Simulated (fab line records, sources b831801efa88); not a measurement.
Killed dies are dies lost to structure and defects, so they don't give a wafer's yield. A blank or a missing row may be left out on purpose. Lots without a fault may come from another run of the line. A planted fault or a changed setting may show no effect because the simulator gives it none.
Problem report in the 8D (eight disciplines) form, filled by code | flow gf180mcu | the parts of the form that need people (team, actions taken, sign-off) are left out

1. THE PROBLEM
cd_nm at GF_V1_CD_MEAS_14 reads a mean of 252.6 nm on 6 wafers of 2 lots; wafers without a fault read 259.9 nm with a standard deviation of 1.1. That is -6.6 standard deviations from the usual mean.
The step: target cd 260 nm.
First seen on wafer L755.3, day 22 04:29, on cd_sem-02. The record holds 30 wafers of 10 lots with a number at this step. Rule for "out", or "out of limits": more than 4 standard deviations from the usual mean. The other wafers with a number count as sound.

2. WHAT IT IS AND WHAT IT IS NOT
question                    | is                     | is not
which readings at this step | cd_nm                  | -
which lots                  | L755, L756             | L745, L746, L747, L750, L760, L763, L767, L768
which wafers of those lots  | all that have a number | -
read on which gauges        | cd_sem-02              | cd_sem-01
when                        | from day 22 04:29      | up to then (12 sound wafers); but 12 sound wafers of L760, L763, L767, L768 came after

3. SUSPECTS, AND WHAT RULES EACH OUT
Counting: a tool at a process step up to the reading stays a suspect if it ran every lot that is out and no sound lot after the first of them.
- the gauge at GF_V1_CD_MEAS_14: ruled out. All the wafers that are out were read on cd_sem-02, but those of them that GF_V1_EXPOSE_11 has rows for are out there too, on other tools.
- pvd_sputter-01 at GF_M1_SPUTTER_04 (material TiN, target thk 50 nm, time 41.7 s): ruled out as a lasting fault. Sound lots L767 ran on it after its first lot that is out, L755 (day 20 01:57).
- krf_scanner-01 at GF_V1_EXPOSE_11 (exposes mask Via1, target cd 260 nm): kept. It ran every lot that is out, first L755 (day 21 16:46), and no sound lot after that; its last sound lot up to then is L747 (day 19 03:01). Its own readings are out on those wafers: exposure_dose_mJ_cm2.
Left after counting: krf_scanner-01 at GF_V1_EXPOSE_11.

4. THE CAUSE (what the simulator had put in)
Process parameter drift: krf_scanner-01, from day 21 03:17 on, at GF_V1_EXPOSE_11. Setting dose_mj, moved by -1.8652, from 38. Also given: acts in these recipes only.
Counting left only this tool.

5. THE CHAIN OF EFFECTS, in route order
Each row: a reading whose mean over the struck wafers that have a number lies more than 3 standard deviations from the usual. Only readings for which the record gives a usual standard deviation are gone through. hours: the time from each lot's start at the first step in this table that gives one to its start at this step, as a median over the lots. sigmas: the change in usual standard deviations.
hours | step             | reading              | usual    | on struck wafers | change | sigmas
0     | GF_V1_EXPOSE_11  | exposure_dose_mJ_cm2 | 38.00    | 36.14            | -1.86  | -52
11    | GF_V1_CD_MEAS_14 | cd_nm                | 259.9 nm | 252.6            | -7.3   | -6.6
The process steps in it:
- GF_V1_EXPOSE_11: exposes mask Via1, target cd 260 nm.

6. WHAT WOULD HAVE CAUGHT IT SOONER
In this record the first reading out of limits at a measuring or inspecting step was taken at day 22 04:29, 25 hours after the fault began at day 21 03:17.
The tool's own readings at GF_V1_EXPOSE_11 were out on every struck wafer that the step has a row for (exposure_dose_mJ_cm2): an alarm limit on them would have fired on the first of those.
All the lots that are out (2) had begun GF_V1_EXPOSE_11 on krf_scanner-01 by day 22 04:29. A hold on the tool at that time would have spared none of them.
